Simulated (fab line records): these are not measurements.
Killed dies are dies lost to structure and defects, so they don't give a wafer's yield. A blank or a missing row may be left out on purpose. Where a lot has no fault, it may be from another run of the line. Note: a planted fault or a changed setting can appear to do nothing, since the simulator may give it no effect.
One fault seen from 2 desks / flow sky130 / each desk has only its own numbers; what lay behind them comes last

FOR THE TOOL OWNER'S DESK: cmp-02
The tool's own readings at SKY_VIA3_CMP_24 (polishes, stops on SiO2, t overpolish 20 s, target thk 0 nm): means of the sampled wafers that have a number, for each lot that ran on this tool. If a lot's mean is further than 4 standard deviations from the usual mean, the lot is out of limits and carries the mark OUT (the distance appears in the brackets).
Columns: A = motor-current-A at SKY_VIA3_CMP_24, usual 11.5 A; B = overpolish-run-s at SKY_VIA3_CMP_24, usual 20.000 s; C = platen-rpm at SKY_VIA3_CMP_24, usual 60.00 rpm; D = time-to-endpoint-s at SKY_VIA3_CMP_24, usual 96 s
lot=L156; first seen here=day 41 14:53; A=10.9; B=19.988; C=60.00; D=101
lot=L163; first seen here=day 43 06:01; A=11.8; B=20.007; C=59.98; D=98
lot=L164; first seen here=day 43 12:01; A=11.7; B=19.991; C=60.05; D=97
lot=L165; first seen here=day 43 18:46; A=11.8; B=19.995; C=60.00; D=98
lot=L171; first seen here=day 45 09:07; A=12.1; B=20.003; C=56.00 (-95) OUT; D=112
lot=L173; first seen here=day 45 22:45; A=11.5; B=20.008; C=56.00 (-95) OUT; D=109
Finding of this desk: L171, L173 out of limits; the first was L171 at day 45 09:07, on platen-rpm at SKY_VIA3_CMP_24. L156, L163, L164, L165: within limits.

METROLOGY DESK
Means of the sampled wafers that have a number, per lot and without regard to the tool the lot ran on: this is what the gauges read. If a lot's mean is further than 4 standard deviations from the usual mean, the lot is out of limits and carries the mark OUT (the distance appears in the brackets).
Columns: A = CAPM_OVL at SKY_CAPM_OVL_MEAS_12, usual 0.9 nm; B = METAL3_OVL at SKY_METAL3_OVL_MEAS_14, usual -2 nm
lot=L154; first seen here=day 38 20:32; A=0.9; B=0
lot=L156; first seen here=day 39 07:54; A=0.6; B=-2
lot=L158; first seen here=day 39 19:07; A=1.9; B=2
lot=L159; first seen here=day 40 04:04; A=1.4; B=-5
lot=L160; first seen here=day 40 08:45; A=0.4; B=-2
lot=L161; first seen here=day 40 17:41; A=1.9; B=3
lot=L163; first seen here=day 41 01:31; A=-0.2; B=-4
lot=L164; first seen here=day 41 08:26; A=2.7; B=-5
lot=L165; first seen here=day 41 15:45; A=2.8; B=-8
lot=L166; first seen here=day 42 10:32; A=0.9; B=1
lot=L170; first seen here=day 42 21:33; A=-0.1; B=2
lot=L171; first seen here=day 43 08:40; A=2.1; B=-6
lot=L173; first seen here=day 43 21:35; A=1.2; B=1
Finding of this desk: none of the 13 lots has anything out of limits.

BROUGHT TOGETHER
The tool owner's desk had the chance to raise an alarm at day 45 09:07 on L171, L173.
At the metrology desk, nothing out of limits was observed.
The metrology desk holds a record of L171, L173, inside its limits.
SKY_VIA3_CMP_24 was run on cmp-02 by each of the lots named.

WHAT THE SIMULATOR PUT IN
cmp-02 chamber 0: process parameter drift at SKY_VIA3_CMP_24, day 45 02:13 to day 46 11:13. Setting platen-rpm, moved by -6, from 60. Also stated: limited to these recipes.
Struck lots among those shown: L171, L173.
Time in hours from fault onset to the first out-of-limits reading at each desk: the tool owner's desk, 7.
